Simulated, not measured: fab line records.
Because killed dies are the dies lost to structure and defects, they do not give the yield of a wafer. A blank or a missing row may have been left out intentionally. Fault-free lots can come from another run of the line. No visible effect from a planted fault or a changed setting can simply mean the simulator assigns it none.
A lot that was struck, set against a sound lot	flow sky130	19 out of 708 route steps
Sound: the wafers L800.1, L800.2, L800.3. Wafers struck: L810.1, L810.3, L810.6. The cause is named last.
At each step with rows: each side's tool, then ch and its chambers, then its first start. Under that, the readings that differ: sound wafers	struck wafers	difference of the means	sigmas: that difference in standard deviations of wafers without a fault.
alike: readings whose means differ by less than 2 such deviations, and words and numbers that are the same on both sides. not compared: withheld readings, readings that some wafer has no value for, bounds like >300 that may hide the same value, and numbers for which the record gives no deviation and whose values overlap.
The two part at a step that has a row with sigmas, a row that says differs or no value, or rows on one side only. Non-overlapping numbers with no deviation appear without sigmas and do not part them. A reading missing from all wafers of one side parts the sides only when that side holds two or more wafers.

SKY_FIELD_ISO_BOW_MEAS_00:
  struck on film-metro-01, day 3 12:00; sound on film-metro-01, day 1 10:00
  alike: INCOMING_BOW
then, 1 step without rows for these wafers: SKY_FIELD_ISO_OXIDATION_01 (stabilise 600 s, purge 300 s, target thk 12 nm).
SKY_FIELD_ISO_THK_MEAS_02:
  struck on film-metro-03, day 3 13:41; sound on film-metro-04, day 1 12:20
  alike: FIELD_ISO_OXIDATION_00_THK
then, 1 step without rows for these wafers: SKY_FIELD_ISO_CVD_03 (deposits Si3N4 from DCS/NH3, target thk 165 nm, time 2830 s).
SKY_FIELD_ISO_THK_MEAS_04:
  struck on film-metro-01, day 3 15:31; sound on film-metro-04, day 1 14:11
  alike: FIELD_ISO_CVD_03_THK
then, 3 steps without rows for these wafers: SKY_FIELD_ISO_DEHYDRATE_05 (time 60 s); SKY_FIELD_ISO_HMDS_06 (prime time 60 s); SKY_FIELD_ISO_COAT_07 (resist thk 60 nm).
SKY_FIELD_ISO_COAT_08: resist thk 450 nm.
  sound on litho-track-01 ch 0, day 1 22:00; struck on litho-track-02 ch 0, day 3 23:00
reading	sound	struck	difference	sigmas
model.KrF-thick_of_FIELD_ISO_COAT_08.thk-nm (nm)	453.2 452.4 450.9	478.8 478.9 479.1	+26.8	
then, 4 steps without rows for these wafers: SKY_FIELD_ISO_SOFTBAKE_09 (time 90 s); SKY_FIELD_ISO_EXPOSE_10 (exposes mask FOM, target cd 150 nm); SKY_FIELD_ISO_PEB_11; SKY_FIELD_ISO_DEVELOP_12 (develop time 60 s).
SKY_FIELD_ISO_CD_MEAS_13: target cd 150 nm.
  struck on cd-sem-01, day 4 08:02; sound on cd-sem-02, day 2 04:53
  alike: cd-nm
SKY_FIELD_ISO_ETCH_14: etches BARC in N2/H2, stops on SiO2, time 45.9 s, target depth 60 nm.
  sound on rie-diel-03 ch 0,2,3, day 2 05:00; struck on rie-diel-02 ch 2,3, day 4 08:10
  alike: drypump-motor-current-A, oes-product-au, throttle-valve-pct
  not compared: rf-hours-counter-h
SKY_FIELD_ISO_ETCH_15: etches the open film in CHF3/O2, stops on Si, target depth 180 nm, time 72 s.
  sound on rie-diel-03 ch 0,2,3, day 2 05:02; struck on rie-diel-02 ch 2,3, day 4 08:12
reading	sound	struck	difference	sigmas
model.KrF-thick_of_FIELD_ISO_COAT_08.thk-nm (nm)	237.2 241.3 235	264.8 265.6 265.5	+27.5	
  alike: O2_flow_sccm, drypump-motor-current-A, oes-product-au, throttle-valve-pct
  not compared: rf-hours-counter-h
SKY_FIELD_ISO_STRIP_16: strips in O2/N2.
  sound on plasma-asher-01 ch 0,1, day 2 05:06; struck on plasma-asher-01 ch 0,1, day 4 08:16
reading	sound	struck	difference	sigmas
strip-time-to-endpoint-s (s)	3.564 3.596 3.538	3.856 3.847 3.851	+0.285	+10
  alike: drypump-motor-current-A, oes-product-au
  not compared: rf-hours-counter-h
SKY_FIELD_ISO_ETCH_17: etches Si in HBr/Cl2/O2, target depth 342 nm, time 97.7 s.
  sound on rie-si-02 ch 0,2,3, day 2 05:12; struck on rie-si-01 ch 0,1,2, day 4 08:22
  alike: O2_flow_sccm, drypump-motor-current-A, oes-product-au, throttle-valve-pct
  not compared: rf-hours-counter-h
-- here the record skips 44 days between the struck wafers' starts before and after, leaving off in module FIELD_ISO and picking up in module PAD_OPEN (first step shown: number 708 of the route) --
SKY_PAD_OPEN_PROBE_99:
  the record has rows for the struck wafers here (prober-01, day 48 13:40) and none for the sound ones

## WHERE THEY PART
First at SKY_FIELD_ISO_STRIP_16; last, within this record, at SKY_PAD_OPEN_PROBE_99.

WHY: what the simulator had put in
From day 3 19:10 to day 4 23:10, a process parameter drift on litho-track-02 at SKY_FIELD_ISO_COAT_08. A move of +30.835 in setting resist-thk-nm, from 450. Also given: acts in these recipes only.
